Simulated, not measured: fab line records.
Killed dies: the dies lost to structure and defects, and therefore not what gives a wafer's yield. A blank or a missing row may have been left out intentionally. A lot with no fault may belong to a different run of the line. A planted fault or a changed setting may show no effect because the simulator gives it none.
fab line records | flow sky130
record: lots: 5 wafers: 15 last_day: 50
route steps=708 shown METAL2@498 VIA2@507 METAL3@532
lots with no fault: from the same line, run without faults
start_h: hours from the record's first day to the start of the lot's first wafer shown | wait_h: hours from the lot's prior step to this one | " same as the row above | L1.1+2: several wafers, shown together as one row | - no value present, or no start provided | * or withheld: withheld | < > ~ a bound
route shown NAME@n: a module of which the file shows steps, and the number in the route of the first | usual: mean and standard deviation over wafers with no fault | same: alike in all rows | chamber/n: place in a boat | sites: readings site by site | _std_site: standard deviation of those values | _edge_site: mean of outer sites minus mean of inner sites | radius_mm: for every site, how far away it sits from the centre of the wafer | mask NAME#n: copy n | behind: tool/chamber where the wafer was last shaped | hold: reason for holding the lot/hours on hold/outcome of the hold | device: whichever transistor did not switch (one of n, p or np) | end of line: the tests these same wafers got at the end of their route | where a step has no rows: the recipe by itself | killed: at the first sort, the dies lost to defects and structure; wafer yield is something else | map: per-die view of a wafer (x killed, . not killed, _ where there is no die)
set.NAME: the setting that was run; set.NAME@STEP: the one run at that earlier step | model.NAME: the simulator's own value behind a step, which no gauge read
lots at some steps of the route; a table a step, a row a wafer
services: when a tool's chamber went out of use (start_h, in hours from the record's first day, below 0 if earlier), for how many hours, and the reason
== steps ==
step: SKY_METAL2_CD_MEAS_15
recipe: target_cd_nm: 140
usual: cd_nm: 140.3/1.7
columns lot.wafer tool chamber start_h wait_h cd_nm
L074.1 cd_sem-01 - 823.97 - 143.3
L074.2 " - " " 140.4
L074.5 " - " " 140.6
L084.3 cd_sem-02 - 886.16 - 138.5
L084.4 " - " " 138.0
L084.5 " - " " 139.3
L085.1 cd_sem-02 - 892.94 - 138.5
L085.4 " - " " 139.1
L085.6 " - " " 138.6
L086.2 cd_sem-01 - 902.79 - 135.9
L086.3 " - " " 137.1
L086.4 " - " " 137.9
L097.1 cd_sem-02 - 983.08 - 141.1
L097.2 " - " " 142.3
L097.4 " - " " 141.7
step: SKY_METAL2_OVL_MEAS_16
usual: METAL2_OVL: -2/5.7
columns lot.wafer tool chamber start_h wait_h METAL2_OVL[nm]
L074.1 overlay-01 - 824.09 0.1 -11
L074.2 " - " " -7
L074.5 " - " " -10
L084.3 overlay-01 - 886.26 0.1 -9
L084.4 " - " " -10
L084.5 " - " " -10
L085.1 overlay-01 - 893.06 0.1 6
L085.4 " - " " 0
L085.6 " - " " 2
L086.2 overlay-02 - 902.90 0.1 1
L086.3 " - " " -5
L086.4 " - " " -8
L097.1 overlay-01 - 983.20 0.1 8
L097.2 " - " " 5
L097.4 " - " " 4
step: SKY_METAL2_DESCUM_17
recipe: chemistry: O2 source_power_w: 150 bias_power_w: 0 pressure_mtorr: 10 temp_c: 40 time_s: 8
usual: drypump_motor_current_A: 5.65/0.087 oes_product_au: 0.999/0.0077
columns lot.wafer tool chamber start_h wait_h drypump_motor_current_A oes_product_au rf_hours_counter_h
L074.1 rie_metal-03 1 824.13 0.0 5.75 1.005 6
L074.2 " 0 " " 5.61 1.007 9
L074.5 " 1 " " 5.69 1.001 -
L084.3 rie_metal-04 1 886.29 0.0 5.46 0.999 -
L084.4 " 0 " " 5.63 0.996 -
L084.5 " 1 " " 5.48 1.007 -
L085.1 rie_metal-04 0 893.09 0.0 5.63 0.989 14
L085.4 " 0 " " 5.64 1.009 -
L085.6 " 0 " " 5.61 1.002 -
L086.2 rie_metal-03 0 902.93 0.0 5.62 0.998 12
L086.3 " 1 " " 5.73 0.998 -
L086.4 " 0 " " 5.64 0.997 -
L097.1 rie_metal-03 0 983.24 0.0 5.64 1.015 17
L097.2 " 1 " " 5.73 0.998 14
L097.4 " 1 " " 5.73 1.000 -
step: SKY_METAL2_ETCH_18
recipe: chemistry: N2/H2 target: BARC ion_energy_ev: 200 bias_w: 100 pressure_mtorr: 30 n2_flow_sccm: 100 h2_flow_sccm: 200 icp_w: 500 stop_on: SiO2 time_s: 45.9 target_depth_a: 600
usual: drypump_motor_current_A: 5.66/0.089 oes_product_au: 0.854/0.0048 throttle_valve_pct: 13.224/0.0094
columns lot.wafer tool chamber start_h wait_h drypump_motor_current_A oes_product_au rf_hours_counter_h throttle_valve_pct
L074.1 rie_metal-03 1 824.16 0.0 5.73 0.850 6 13.207
L074.2 " 0 " " 5.67 0.866 9 13.236
L074.5 " 1 " " 5.71 0.849 - 13.211
L084.3 rie_metal-04 1 886.33 0.0 5.48 0.846 - 13.215
L084.4 " 0 " " 5.64 0.849 - 13.227
L084.5 " 1 " " 5.51 0.859 - 13.216
L085.1 rie_metal-04 0 893.16 0.1 5.63 0.853 14 13.230
L085.4 " 0 " " 5.63 0.850 - 13.230
L085.6 " 0 " " 5.65 0.858 - 13.235
L086.2 rie_metal-03 0 902.96 0.0 5.64 0.850 12 13.233
L086.3 " 1 " " 5.75 0.853 - 13.226
L086.4 " 0 " " 5.63 0.843 - 13.219
L097.1 rie_metal-03 0 983.27 0.0 5.62 0.858 17 13.230
L097.2 " 1 " " 5.72 0.858 14 13.214
L097.4 " 1 " " 5.73 0.849 - 13.226
step: SKY_METAL2_METAL_ETCH_19
recipe: target_depth_a: 3600 stop_on: SiO2 over_etch_frac: 0.3 time_s: 78 chemistry: Cl2/BCl3 resist_sidewall_deg: 88 pressure_mtorr: 10 icp_w: 900 bias_w: 48.5 Cl2_flow_sccm: 60 bcl3_flow_sccm: 30
usual: drypump_motor_current_A: 5.65/0.084 oes_product_au: 0.856/0.0052 throttle_valve_pct: 22.265/0.0095
columns lot.wafer tool chamber start_h wait_h drypump_motor_current_A oes_product_au rf_hours_counter_h throttle_valve_pct
L074.1 rie_metal-03 1 824.23 0.0 5.67 0.859 6 22.269
L074.2 " 0 " " 5.65 0.853 9 22.271
L074.5 " 1 " " 5.69 0.861 - 22.271
L084.3 rie_metal-04 1 886.41 0.1 5.50 0.854 - 22.272
L084.4 " 0 " " 5.63 0.854 - 22.266
L084.5 " 1 " " 5.48 0.848 - 22.284
L085.1 rie_metal-04 0 893.28 0.1 5.62 0.856 14 22.272
L085.4 " 0 " " 5.61 0.864 - 22.276
L085.6 " 0 " " 5.61 0.852 - 22.265
L086.2 rie_metal-03 0 903.03 0.0 5.66 0.847 13 22.256
L086.3 " 1 " " 5.71 0.857 - 22.261
L086.4 " 0 " " 5.66 0.859 - 22.260
L097.1 rie_metal-03 0 983.33 0.0 5.63 0.852 17 22.274
L097.2 " 1 " " 5.72 0.856 14 22.258
L097.4 " 1 " " 5.75 0.864 - 22.260
step: SKY_METAL2_STRIP_20
recipe: chemistry: O2/N2 power_w: 1400 pressure_mtorr: 1500 platen_temp_c: withheld o2_flow_sccm: 3000 n2_flow_sccm: 300 overash_fraction: 0.5
usual: drypump_motor_current_A: 5.73/0.25 o2_flow_sccm: 3002/8.3 oes_product_au: 0.343/0.0046 strip_time_to_endpoint_s: 2.691/0.027
same: overash_fraction: 0.5
columns lot.wafer tool chamber start_h wait_h drypump_motor_current_A o2_flow_sccm oes_product_au rf_hours_counter_h strip_time_to_endpoint_s
L074.1 plasma_asher-04 1 824.32 0.1 5.69 3015 0.345 39 2.686
L074.2 " 0 " " 5.70 2996 0.346 39 2.715
L074.5 " 1 " " 5.69 3005 0.343 - 2.678
L084.3 plasma_asher-02 1 886.50 0.1 6.03 3006 0.343 - 2.658
L084.4 " 0 " " 5.27 2998 0.337 - 2.647
L084.5 " 1 " " 6.04 3013 0.342 - 2.693
L085.1 plasma_asher-01 0 893.46 0.1 5.69 3003 0.337 15 2.681
L085.4 " 1 " " 5.92 3014 0.340 - 2.688
L085.6 " 1 " " 5.92 3005 0.350 - 2.709
L086.2 plasma_asher-04 0 903.12 0.1 5.72 3016 0.348 47 2.660
L086.3 " 0 " " 5.69 3002 0.335 - 2.721
L086.4 " 1 " " 5.71 3005 0.343 - 2.659
L097.1 plasma_asher-01 0 983.42 0.1 5.69 3006 0.343 24 2.653
L097.2 " 1 " " 5.91 3004 0.346 24 2.635
L097.4 " 0 " " 5.69 3003 0.331 - 2.645
step: SKY_METAL2_STRIP_21
recipe: chemistry: post_etch_residue_remover time_s: 1200 temp_c: 72.5
columns lot.wafer tool chamber start_h wait_h
L074.1+2+5 wet_bench-02 3 824.42 0.1
L084.3+4+5 wet_bench-02 0 886.57 0.0
L085.1+4+6 wet_bench-04 1 893.56 0.1
L086.2+3+4 wet_bench-02 1 903.22 0.1
L097.1+2+4 wet_bench-03 3 983.52 0.1
step: SKY_METAL2_CLEAN_22
recipe: chemistry: IPA time_s: 180 temp_c: 25
columns lot.wafer tool chamber start_h wait_h
L074.1+2+5 wet_bench-03 3 824.76 0.0
L084.3+4+5 wet_bench-04 0 886.94 0.0
L085.1+4+6 wet_bench-02 3 893.94 0.0
L086.2+3+4 wet_bench-03 1 903.56 0.0
L097.1+2+4 wet_bench-04 0 983.86 0.0
step: SKY_METAL2_CLEAN_23
recipe: chemistry: O3/DIW dry: n2_spin
columns lot.wafer tool chamber start_h wait_h
L074.1+2+5 wet_bench-02 0 824.82 0.0
L084.3+4+5 wet_bench-03 2 887.00 0.0
L085.1+4+6 wet_bench-03 1 893.99 0.0
L086.2+3+4 wet_bench-02 3 903.62 0.0
L097.1+2+4 wet_bench-02 2 983.92 0.0
step: SKY_VIA2_HDPCVD_00
recipe: material: SiO2 target_thk_nm: 1180 sigma_open_frac: 0.3 time_s: 196.7 temp_c: 400 sih4_flow_sccm: 60 pressure_mtorr: 6
usual: sih4_flow_sccm: 60.02/0.17
columns lot.wafer tool chamber start_h wait_h sih4_flow_sccm
L074.1 hdpcvd-01 2 824.91 0.0 59.65
L074.2 " 0 " " 60.32
L074.5 " 1 " " 60.19
L084.3 hdpcvd-01 1 887.09 0.0 60.31
L084.4 " 0 " " 59.85
L084.5 " 1 " " 60.08
L085.1 hdpcvd-01 1 894.09 0.0 60.04
L085.4 " 1 " " 60.06
L085.6 " 2 " " 60.16
L086.2 hdpcvd-02 2 903.71 0.0 59.73
L086.3 " 0 " " 60.25
L086.4 " 2 " " 59.86
L097.1 hdpcvd-01 2 984.01 0.0 60.14
L097.2 " 0 " " 59.95
L097.4 " 0 " " 59.98
step: SKY_VIA2_THK_MEAS_01
recipe: reads: SiO2_of_VIA2_HDPCVD_00
usual: VIA2_HDPCVD_THK: 1174/11
columns lot.wafer tool chamber start_h wait_h VIA2_HDPCVD_THK[nm]
L074.1 film_metro-02 - 825.03 0.1 1182
L074.2 " - " " 1176
L074.5 " - " " 1194
L084.3 film_metro-01 - 887.23 0.1 1191
L084.4 " - " " 1188
L084.5 " - " " 1194
L085.1 film_metro-04 - 894.21 0.1 1140
L085.4 " - " " 1166
L085.6 " - " " 1161
L086.2 film_metro-02 - 903.84 0.1 1168
L086.3 " - " " 1169
L086.4 " - " " 1170
L097.1 film_metro-02 - 984.14 0.1 1175
L097.2 " - " " 1181
L097.4 " - " " 1174
step: SKY_VIA2_CMP_02
recipe: material: SiO2 down_force_psi: 4 platen_rpm: 60 pad_velocity_m_s: 0.94248
usual: head_pressure_psi: 4.000/0.0093 motor_current_A: 12.1/0.83
columns lot.wafer tool chamber start_h wait_h head_pressure_psi motor_current_A
L074.1 cmp-01 0 825.14 0.1 3.996 11.2
L074.2 " 1 " " 4.007 13.6
L074.5 " 0 " " 3.995 11.8
L084.4 cmp-01 0 887.37 0.1 3.998 11.1
L084.3 " 1 " " 4.004 13.2
L084.5 " 2 " " 4.001 10.9
L085.4 cmp-02 3 894.32 0.1 3.997 12.2
L085.1 " 1 " " 4.001 11.4
L085.6 " 3 " " 4.000 11.0
L086.2 cmp-01 2 903.89 0.0 3.991 11.0
L086.4 " 3 " " 4.015 12.4
L086.3 " 0 " " 4.008 10.8
L097.2 cmp-01 2 984.25 0.1 4.031 11.6
L097.4 " 3 " " 4.006 12.0
L097.1 " 0 " " 3.991 11.1
step: SKY_VIA2_BOW_MEAS_03
recipe: mode: bow
usual: VIA2_BOW: 86/7.7
columns lot.wafer tool chamber start_h wait_h VIA2_BOW[um]
L074.1 film_metro-02 - 825.39 0.2 88
L074.2 " - " " 87
L074.5 " - " " 95
L084.3 film_metro-02 - 887.61 0.1 90
L084.4 " - " " 80
L084.5 " - " " 90
L085.1 film_metro-02 - 894.57 0.1 86
L085.4 " - " " 78
L085.6 " - " " 82
L086.2 film_metro-01 - 904.21 0.3 84
L086.3 " - " " 96
L086.4 " - " " 95
L097.1 film_metro-02 - 984.50 0.1 87
L097.2 " - " " 74
L097.4 " - " " 84
step: SKY_VIA2_DEHYDRATE_04
recipe: temp_c: 200 time_s: 60
columns lot.wafer tool chamber start_h wait_h
L074.1+2+5 litho_track-02 0 837.98 12.6
L084.3+4+5 litho_track-04 0 900.43 12.8
L085.1+4+6 litho_track-02 0 906.59 12.0
L086.2+3+4 litho_track-01 0 915.41 11.2
L097.1+2+4 litho_track-01 0 995.99 11.5
step: SKY_VIA2_HMDS_05
recipe: prime_time_s: 60 prime_temp_c: 120
columns lot.wafer tool chamber start_h wait_h
L074.1+2+5 litho_track-02 0 838.13 0.1
L084.3+4+5 litho_track-04 0 900.58 0.1
L085.1+4+6 litho_track-02 0 906.74 0.1
L086.2+3+4 litho_track-01 0 915.56 0.1
L097.1+2+4 litho_track-01 0 996.14 0.1
step: SKY_VIA2_COAT_06
recipe: resist: BARC temp_c: withheld time_s: withheld spin_rpm: 3000 resist_thk_nm: 60
columns lot.wafer tool chamber start_h wait_h
L074.1+2+5 litho_track-02 0 838.28 0.1
L084.3+4+5 litho_track-04 0 900.73 0.1
L085.1+4+6 litho_track-02 0 906.89 0.1
L086.2+3+4 litho_track-01 0 915.71 0.1
L097.1+2+4 litho_track-01 0 996.29 0.1
step: SKY_VIA2_COAT_07
recipe: resist: KrF-thick spin_rpm: 3000 resist_thk_nm: 450
columns lot.wafer tool chamber start_h wait_h
L074.1+2+5 litho_track-02 0 - -
L084.3+4+5 litho_track-04 0 - -
L085.1+4+6 litho_track-02 0 - -
L086.2+3+4 litho_track-01 0 - -
L097.1+2+4 litho_track-01 0 - -
step: SKY_VIA2_SOFTBAKE_08
recipe: temp_c: 100 time_s: 90 resist: KrF-thick
columns lot.wafer tool chamber start_h wait_h
L074.1+2+5 litho_track-02 0 - -
L084.3+4+5 litho_track-04 0 - -
L085.1+4+6 litho_track-02 0 - -
L086.2+3+4 litho_track-01 0 - -
L097.1+2+4 litho_track-01 0 - -
step: SKY_VIA2_EXPOSE_09
recipe: mask_id: VIM2 na: 0.8 source_shape: annular sigma_inner: 0.55 sigma_outer: 0.85 target_cd_nm: 200 dose_mj: 38
columns lot.wafer tool chamber start_h wait_h mask
L074.1+2+5 krf_scanner-02 0 - - VIM2#0
L084.3+4+5 krf_scanner-02 0 - - VIM2#0
L085.1+4+6 krf_scanner-02 0 - - VIM2#0
L086.2+3+4 krf_scanner-02 0 - - VIM2#0
L097.1+2+4 krf_scanner-02 0 - - VIM2#0
step: SKY_VIA2_PEB_10
recipe: peb_temp_c: withheld peb_time_s: withheld resist: KrF-thick
columns lot.wafer tool chamber start_h wait_h
L074.1+2+5 litho_track-04 0 - -
L084.3+4+5 litho_track-02 0 - -
L085.1+4+6 litho_track-01 0 - -
L086.2+3+4 litho_track-02 0 - -
L097.1+2+4 litho_track-02 0 - -
step: SKY_VIA2_DEVELOP_11
recipe: develop_time_s: 60 resist: KrF-thick dev_temp_c: 21
columns lot.wafer tool chamber start_h wait_h
L074.1+2+5 litho_track-04 0 - -
L084.3+4+5 litho_track-02 0 - -
L085.1+4+6 litho_track-01 0 - -
L086.2+3+4 litho_track-02 0 - -
L097.1+2+4 litho_track-02 0 - -
step: SKY_VIA2_CD_MEAS_12
recipe: target_cd_nm: 200
usual: cd_nm: 200.0/1.5
columns lot.wafer tool chamber start_h wait_h cd_nm
L074.1 cd_sem-01 - 851.13 - 198.6
L074.2 " - " " 199.4
L074.5 " - " " 199.7
L084.3 cd_sem-01 - 912.58 - 198.3
L084.4 " - " " 200.5
L084.5 " - " " 199.2
L085.1 cd_sem-01 - 919.19 - 200.1
L085.4 " - " " 200.2
L085.6 " - " " 200.1
L086.2 cd_sem-01 - 928.61 - 200.2
L086.3 " - " " 200.9
L086.4 " - " " 199.9
L097.1 cd_sem-02 - 1007.49 - 199.1
L097.2 " - " " 199.1
L097.4 " - " " 199.1
step: SKY_VIA2_OVL_MEAS_13
usual: VIA2_OVL: 1/5
columns lot.wafer tool chamber start_h wait_h VIA2_OVL[nm]
L074.1 overlay-02 - 851.25 0.1 -13
L074.2 " - " " 0
L074.5 " - " " -4
L084.3 overlay-01 - 912.67 0.1 1
L084.4 " - " " -1
L084.5 " - " " -6
L085.1 overlay-01 - 919.31 0.1 3
L085.4 " - " " 2
L085.6 " - " " 4
L086.2 overlay-01 - 928.71 0.1 2
L086.3 " - " " -1
L086.4 " - " " 0
L097.1 overlay-01 - 1007.61 0.1 3
L097.2 " - " " 3
L097.4 " - " " -5
step: SKY_VIA2_ETCH_14
recipe: chemistry: N2/H2 target: BARC ion_energy_ev: 200 source_w: 500 bias_w: 100 pressure_mtorr: 30 n2_flow_sccm: 100 h2_flow_sccm: 200 stop_on: SiO2 time_s: 45.9 target_depth_a: 600
usual: drypump_motor_current_A: 5.8/0.39 oes_product_au: 0.854/0.0048 throttle_valve_pct: 13.225/0.0091
columns lot.wafer tool chamber start_h wait_h drypump_motor_current_A oes_product_au rf_hours_counter_h throttle_valve_pct
L074.1 rie_diel-04 0 851.29 0.0 5.1 0.850 20 13.218
L074.2 " 1 " " 5.6 0.853 10 13.217
L074.5 " 3 " " 6.1 0.855 - 13.231
L084.3 rie_diel-01 2 912.69 0.0 6.2 0.861 27 13.246
L084.4 " 3 " " 5.8 0.847 12 13.217
L084.5 " 0 " " 5.5 0.846 - 13.231
L085.1 rie_diel-04 2 919.34 0.0 6.3 0.855 8 13.233
L085.4 " 2 " " 6.2 0.850 - 13.231
L085.6 " 1 " " 5.6 0.851 - 13.234
L086.2 rie_diel-03 2 928.74 0.0 6.3 0.854 10 13.214
L086.3 " 0 " " 5.6 0.859 17 13.231
L086.4 " 3 " " 5.5 0.855 16 13.222
L097.1 rie_diel-03 1 1007.64 0.0 5.9 0.855 28 13.230
L097.2 " 2 " " 6.4 0.863 12 13.237
L097.4 " 0 " " 5.6 0.856 19 13.235
step: SKY_VIA2_ETCH_15
recipe: target: SiO2 chemistry: C4F8/O2/Ar target_depth_nm: 546 stop_on: TiN mask_material: KrF-thick source_w: 1500 bias_w: 1200 pressure_mtorr: 40 c4f8_flow_sccm: withheld O2_flow_sccm: 6 Ar_flow_sccm: 300 time_s: 84
usual: oes_product_au: 0.939/0.0046
columns lot.wafer tool chamber start_h wait_h oes_product_au rf_hours_counter_h
L074.1 rie_diel-04 0 851.33 0.0 0.941 20
L074.2 " 1 " " 0.942 10
L074.5 " 3 " " 0.934 -
L084.3 rie_diel-01 2 912.73 0.0 0.933 27
L084.4 " 3 " " 0.938 12
L084.5 " 0 " " 0.936 -
L085.1 rie_diel-04 2 919.39 0.0 0.943 8
L085.4 " 2 " " 0.945 -
L085.6 " 1 " " 0.938 -
L086.2 rie_diel-03 2 928.78 0.0 0.936 10
L086.3 " 0 " " 0.941 17
L086.4 " 3 " " 0.946 16
L097.1 rie_diel-03 1 1007.68 0.0 0.937 28
L097.2 " 2 " " 0.934 12
L097.4 " 0 " " 0.934 19
step: SKY_VIA2_STRIP_16
recipe: chemistry: O2/N2 power_w: 1400 pressure_mtorr: 1500 platen_temp_c: withheld o2_flow_sccm: 3000 n2_flow_sccm: 300 overash_fraction: 0.5
usual: drypump_motor_current_A: 5.7/0.38 o2_flow_sccm: 3000/9.7 oes_product_au: 0.398/0.0046 strip_time_to_endpoint_s: 4.042/0.02
same: overash_fraction: 0.5
columns lot.wafer tool chamber start_h wait_h drypump_motor_current_A o2_flow_sccm oes_product_au rf_hours_counter_h strip_time_to_endpoint_s
L074.1 plasma_asher-03 1 851.39 0.0 5.2 2997 0.407 108 4.055
L074.2 " 0 " " 6.2 3002 0.396 108 4.057
L074.5 " 0 " " 6.2 3009 0.400 - 4.033
L084.3 plasma_asher-03 0 912.83 0.1 6.2 2997 0.404 - 4.044
L084.4 " 1 " " 5.2 3007 0.394 - 4.049
L084.5 " 1 " " 5.2 2994 0.399 - 4.049
L085.1 plasma_asher-02 0 919.45 0.0 5.3 3010 0.396 77 4.042
L085.4 " 1 " " 6.1 3003 0.396 - 4.045
L085.6 " 0 " " 5.3 3009 0.401 - 4.076
L086.2 plasma_asher-04 1 928.85 0.0 5.7 3026 0.397 50 4.054
L086.3 " 1 " " 5.7 3018 0.397 - 4.049
L086.4 " 0 " " 5.7 2992 0.397 - 4.046
L097.1 plasma_asher-02 0 1007.75 0.0 5.3 2992 0.388 85 4.069
L097.2 " 1 " " 6.1 2973 0.408 85 4.066
L097.4 " 0 " " 5.3 3004 0.399 - 4.093
step: SKY_VIA2_STRIP_17
recipe: chemistry: post_etch_residue_remover time_s: 1200 temp_c: 72.5
columns lot.wafer tool chamber start_h wait_h
L074.1+2+5 wet_bench-03 3 851.49 0.1
L084.3+4+5 wet_bench-01 1 912.90 0.0
L085.1+4+6 wet_bench-03 1 919.55 0.1
L086.2+3+4 wet_bench-03 1 928.95 0.1
L097.1+2+4 wet_bench-03 0 1007.85 0.1
step: SKY_VIA2_CLEAN_18
recipe: chemistry: IPA time_s: 180 temp_c: 25
columns lot.wafer tool chamber start_h wait_h
L074.1+2+5 wet_bench-01 1 851.87 0.0
L084.3+4+5 wet_bench-04 1 913.24 0.0
L085.1+4+6 wet_bench-01 0 919.89 0.0
L086.2+3+4 wet_bench-04 0 929.29 0.0
L097.1+2+4 wet_bench-01 0 1008.19 0.0
step: SKY_VIA2_CLEAN_19
recipe: chemistry: O3/DIW dry: n2_spin
columns lot.wafer tool chamber start_h wait_h
L074.1+2+5 wet_bench-03 3 851.93 0.0
L084.3+4+5 wet_bench-01 0 913.30 0.0
L085.1+4+6 wet_bench-04 0 919.95 0.0
L086.2+3+4 wet_bench-01 2 929.36 0.0
L097.1+2+4 wet_bench-04 1 1008.25 0.0
step: SKY_VIA2_SPUTTER_20
recipe: material: TiN target_thk_nm: 20 chamber_pressure_pa: 5 power_w: 4000 time_s: 80
usual: throttle_valve_pct: 30.3/0.92
columns lot.wafer tool chamber start_h wait_h throttle_valve_pct
L074.1 pvd_sputter-04 - 852.03 0.0 31.0
L074.2 " - " " 30.9
L074.5 " - " " 29.5
L084.3 pvd_sputter-04 - 913.39 0.0 30.6
L084.4 " - " " 29.7
L084.5 " - " " 29.4
L085.1 pvd_sputter-01 - 920.04 0.0 31.2
L085.4 " - " " 29.1
L085.6 " - " " 31.1
L086.2 pvd_sputter-01 - 929.46 0.0 31.1
L086.3 " - " " 29.3
L086.4 " - " " 31.0
L097.1 pvd_sputter-04 - 1008.35 0.0 30.7
L097.2 " - " " 29.2
L097.4 " - " " 31.1
step: SKY_VIA2_CVD_21
recipe: material: W target_thk_nm: 420 time_s: 126.4 temp_c: 400 pressure_torr: 40
usual: heater_power_w: 839/110
columns lot.wafer tool chamber start_h wait_h heater_power_w
L074.1 cvd_w-01 0 852.09 0.0 808
L074.2 " 1 " " 687
L074.5 " 1 " " 685
L084.3 cvd_w-02 1 913.50 0.1 932
L084.4 " 0 " " 929
L084.5 " 1 " " 912
L085.1 cvd_w-01 1 920.10 0.0 663
L085.4 " 1 " " 674
L085.6 " 1 " " 649
L086.2 cvd_w-02 1 929.52 0.0 919
L086.3 " 1 " " 946
L086.4 " 0 " " 901
L097.1 cvd_w-02 0 1008.41 0.0 919
L097.2 " 0 " " 937
L097.4 " 0 " " 970
step: SKY_VIA2_RS_MEAS_22
recipe: thk_meas_gauge: four-point-probe reads: W_of_VIA2_CVD_21+TiN_of_VIA2_SPUTTER_20
usual: VIA2_W_RS: 0.2735/0.0022
columns lot.wafer tool chamber start_h wait_h VIA2_W_RS[ohm/sq]
L074.1 film_metro-02 - 852.22 0.1 0.2753
L074.2 " - " " 0.2721
L074.5 " - " " 0.2738
L084.3 film_metro-02 - 913.63 0.1 0.2739
L084.4 " - " " 0.2744
L084.5 " - " " 0.2727
L085.1 film_metro-01 - 920.23 0.1 0.2762
L085.4 " - " " 0.2707
L085.6 " - " " 0.2775
L086.2 film_metro-02 - 929.67 0.1 0.2736
L086.3 " - " " 0.2695
L086.4 " - " " 0.2729
L097.1 film_metro-01 - 1008.67 0.2 0.2697
L097.2 " - " " 0.2755
L097.4 " - " " 0.2714
step: SKY_VIA2_THK_MEAS_23
recipe: thk_meas_gauge: xrf reads: W_of_VIA2_CVD_21
usual: VIA2_W_THK: 446/9.3
columns lot.wafer tool chamber start_h wait_h VIA2_W_THK[nm]
L074.1 film_metro-02 - 852.34 0.1 429
L074.2 " - " " 437
L074.5 " - " " 436
L084.3 film_metro-02 - 913.73 0.1 434
L084.4 " - " " 436
L084.5 " - " " 438
L085.1 film_metro-01 - 920.35 0.1 439
L085.4 " - " " 449
L085.6 " - " " 437
L086.2 film_metro-02 - 929.78 0.1 433
L086.3 " - " " 444
L086.4 " - " " 437
L097.1 film_metro-01 - 1008.79 0.1 458
L097.2 " - " " 446
L097.4 " - " " 453
step: SKY_VIA2_CMP_24
recipe: stop_on: SiO2 t_overpolish_s: 20 down_force_psi: 3.5 platen_rpm: 60 target_thk_nm: 0 pad_velocity_m_s: 0.94248
usual: head_pressure_psi: 3.500/0.0077 motor_current_A: 11.1/0.76 overpolish_run_s: 20.001/0.008 time_to_endpoint_s: 101/3.5
columns lot.wafer tool chamber start_h wait_h head_pressure_psi motor_current_A overpolish_run_s time_to_endpoint_s
L074.1 cmp-01 0 852.40 0.1 3.499 10.1 20.009 95
L074.2 " 3 " " 3.510 11.4 20.013 98
L074.5 " 0 " " 3.503 10.3 19.998 99
L084.3 cmp-01 1 913.77 0.0 3.489 12.6 19.994 102
L084.4 " 3 " " 3.512 11.5 20.004 99
L084.5 " 1 " " 3.498 12.1 20.010 102
L085.4 cmp-01 1 920.51 0.1 3.515 12.9 19.995 99
L085.1 " 2 " " 3.506 10.7 20.020 101
L085.6 " 3 " " 3.508 11.3 19.995 97
L086.4 cmp-01 2 929.83 0.0 3.502 10.3 19.991 104
L086.3 " 0 " " 3.497 10.4 19.995 101
L086.2 " 1 " " 3.502 12.2 19.984 98
L097.4 cmp-02 2 1008.85 0.0 3.492 12.3 20.018 105
L097.1 " 3 " " 3.493 11.2 20.011 106
L097.2 " 0 " " 3.507 11.2 20.008 100
step: SKY_METAL3_SPUTTER_00
recipe: material: Ti target_thk_nm: 15 power_w: 3000 time_s: 10 chamber_pressure_pa: 0.4
usual: throttle_valve_pct: 30.0/1.1
columns lot.wafer tool chamber start_h wait_h throttle_valve_pct
L074.1 pvd_sputter-02 - 852.70 0.2 28.8
L074.2 " - " " 31.6
L074.5 " - " " 31.7
L084.3 pvd_sputter-02 - 914.07 0.2 28.9
L084.4 " - " " 29.2
L084.5 " - " " 29.5
L085.1 pvd_sputter-04 - 920.71 0.1 31.0
L085.4 " - " " 30.7
L085.6 " - " " 31.1
L086.2 pvd_sputter-04 - 930.13 0.1 29.6
L086.3 " - " " 30.8
L086.4 " - " " 30.9
L097.1 pvd_sputter-03 - 1009.15 0.2 30.8
L097.2 " - " " 29.2
L097.4 " - " " 28.5
step: SKY_METAL3_SPUTTER_01
recipe: material: TiN target_thk_nm: 20 power_w: 6500 time_s: 16.7 chamber_pressure_pa: 0.4
usual: throttle_valve_pct: 30.0/1.1
columns lot.wafer tool chamber start_h wait_h throttle_valve_pct
L074.1 pvd_sputter-02 - 852.72 0.0 29.1
L074.2 " - " " 31.6
L074.5 " - " " 31.6
L084.3 pvd_sputter-02 - 914.09 0.0 29.0
L084.4 " - " " 29.3
L084.5 " - " " 29.0
L085.1 pvd_sputter-04 - 920.73 0.0 31.1
L085.4 " - " " 30.7
L085.6 " - " " 31.0
L086.2 pvd_sputter-04 - 930.15 0.0 29.2
L086.3 " - " " 30.7
L086.4 " - " " 31.0
L097.1 pvd_sputter-03 - 1009.18 0.0 30.8
L097.2 " - " " 29.5
L097.4 " - " " 28.7
step: SKY_METAL3_SPUTTER_02
recipe: material: AlCu target_thk_nm: 735 power_w: 10600 time_s: 39.1 chamber_pressure_pa: 0.4
usual: throttle_valve_pct: 30.0/1.1
columns lot.wafer tool chamber start_h wait_h throttle_valve_pct
L074.1 pvd_sputter-02 - 852.75 0.0 28.8
L074.2 " - " " 31.7
L074.5 " - " " 31.7
L084.3 pvd_sputter-02 - 914.11 0.0 29.0
L084.4 " - " " 29.1
L084.5 " - " " 28.9
L085.1 pvd_sputter-04 - 920.76 0.0 30.9
L085.4 " - " " 30.7
L085.6 " - " " 30.9
L086.2 pvd_sputter-04 - 930.18 0.0 29.5
L086.3 " - " " 30.8
L086.4 " - " " 31.1
L097.1 pvd_sputter-03 - 1009.20 0.0 30.6
L097.2 " - " " 29.4
L097.4 " - " " 28.6
== services ==
columns tool chamber start_h hours kind
krf_scanner-02 - 800.92 0.8 pm
rie_metal-03 1 807.25 12.8 repair
wet_bench-04 - 807.81 48.7 pm
rie_diel-04 2 808.28 3.8 repair
krf_scanner-02 - 808.66 4.4 pm
rie_diel-03 1 814.03 10.9 repair
rie_diel-03 2 815.28 19.9 repair
krf_scanner-02 - 827.08 1.0 repair
rie_metal-04 0 830.44 20.5 repair
cmp-01 - 835.15 3.0 repair
rie_diel-03 3 846.48 13.8 repair
krf_scanner-02 - 878.02 1.3 pm
rie_metal-04 1 886.57 9.0 repair
rie_metal-03 - 886.91 5.7 repair
rie_diel-04 0 904.07 15.2 repair
rie_diel-04 3 906.98 12.1 repair
pvd_sputter-02 - 911.20 1.0 repair
cmp-01 - 922.99 6.4 pm
rie_metal-03 1 926.56 4.8 repair
rie_metal-04 0 953.71 1.1 repair
krf_scanner-02 - 968.83 1.0 pm
krf_scanner-02 - 974.50 3.6 pm
pvd_sputter-04 - 982.18 7.5 repair
krf_scanner-02 - 991.63 0.7 repair
== key ==
fault none
